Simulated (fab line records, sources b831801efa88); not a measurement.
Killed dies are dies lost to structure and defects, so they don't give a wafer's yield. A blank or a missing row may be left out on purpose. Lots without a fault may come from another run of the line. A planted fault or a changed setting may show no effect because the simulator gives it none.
One fault seen from 2 desks | flow sky130 | each desk has only its own numbers; what lay behind them comes last

THE TOOL OWNER'S DESK: cvd_w-02
The tool's own readings at SKY_VIA1_CVD_21 (deposits W, target thk 270 nm, time 80.902 s): means of the sampled wafers that have a number, for each lot that ran on this tool. A lot is out of limits, marked OUT, if its mean lies more than 4 standard deviations from the usual mean; the brackets give that distance.
Columns: A = chamber_pressure_Torr at SKY_VIA1_CVD_21, usual 39.99 Torr; B = heater_power_w at SKY_VIA1_CVD_21, usual 889 W; C = susceptor_temp_C at SKY_VIA1_CVD_21, usual 400.03 C
lot  | first seen here | A     | B   | C
L876 | day 34 00:52    | 40.01 | 888 | 400.25
L880 | day 35 12:38    | 40.00 | 943 | 399.91
L881 | day 35 16:05    | 39.99 | 931 | 400.03
L891 | day 38 20:08    | 39.98 | 934 | 399.93
L892 | day 39 03:44    | 40.01 | 945 | 399.93
L895 | day 41 09:50    | 40.04 | 952 | 400.01
L894 | day 41 13:05    | 40.08 | 957 | 400.07
L897 | day 41 16:26    | 39.96 | 878 | 399.99
This desk's finding: nothing out of limits on any of the 8 lots.

THE METROLOGY DESK
What the gauges read, lot by lot, whatever tool the lot ran on: means of the sampled wafers that have a number. A lot is out of limits, marked OUT, if its mean lies more than 4 standard deviations from the usual mean; the brackets give that distance.
Columns: A = VIA1_HDPCVD_THK at SKY_VIA1_THK_MEAS_01, usual 1028 nm; B = VIA1_BOW at SKY_VIA1_BOW_MEAS_03, usual 80 um; C = VIA1_W_RS at SKY_VIA1_RS_MEAS_22, usual 0.426 ohm/sq; D = VIA1_W_THK at SKY_VIA1_THK_MEAS_23, usual 268 nm; E = METAL2_ALCU_RS at SKY_METAL2_RS_MEAS_05, usual 0.1269 ohm/sq
lot  | first seen here | A    | B  | C               | D              | E
L876 | day 32 21:10    | 1021 | 79 | 0.427           | 267            | 0.1273
L880 | day 34 08:51    | 1031 | 83 | 0.500 (+11) OUT | 239 (-6.2) OUT | 0.1259
L881 | day 34 12:15    | 1026 | 81 | 0.560 (+19) OUT | 214 (-12) OUT  | 0.1258
L891 | day 37 17:28    | 1030 | 83 | 0.425           | 272            | 0.1265
L892 | day 38 01:13    | 1022 | 79 | 0.426           | 266            | 0.1263
L893 | day 38 15:26    | 1031 | 78 | 0.429           | 265            | 0.1284
L895 | day 40 07:54    | 1038 | 85 | 0.424           | 271            | 0.1292
L896 | day 40 09:11    | 1033 | 83 | 0.412           | 278            | 0.1255
L894 | day 40 11:31    | 1027 | 73 | 0.421           | 272            | 0.1263
L897 | day 40 14:38    | 1027 | 70 | 0.424           | 267            | 0.1264
This desk's finding: out of limits on L880, L881; first on L880, day 35 12:44 (VIA1_W_RS at SKY_VIA1_RS_MEAS_22). In limits: L876, L891, L892, L893, L895, L896, L894, L897.

PUT TOGETHER
The metrology desk could have raised an alarm at day 35 12:44, on L880, L881.
The tool owner's desk saw nothing out of limits.
The tool owner's desk has L880, L881 on record, within its limits.
Of the lots named, all ran SKY_VIA1_CVD_21 on cvd_w-02.

WHAT THE SIMULATOR HAD PUT IN
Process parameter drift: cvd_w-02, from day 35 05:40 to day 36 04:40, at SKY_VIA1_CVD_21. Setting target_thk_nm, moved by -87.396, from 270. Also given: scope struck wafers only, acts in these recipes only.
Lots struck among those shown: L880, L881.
Hours from the fault's start to each desk's first reading out of limits: the metrology desk, 7.
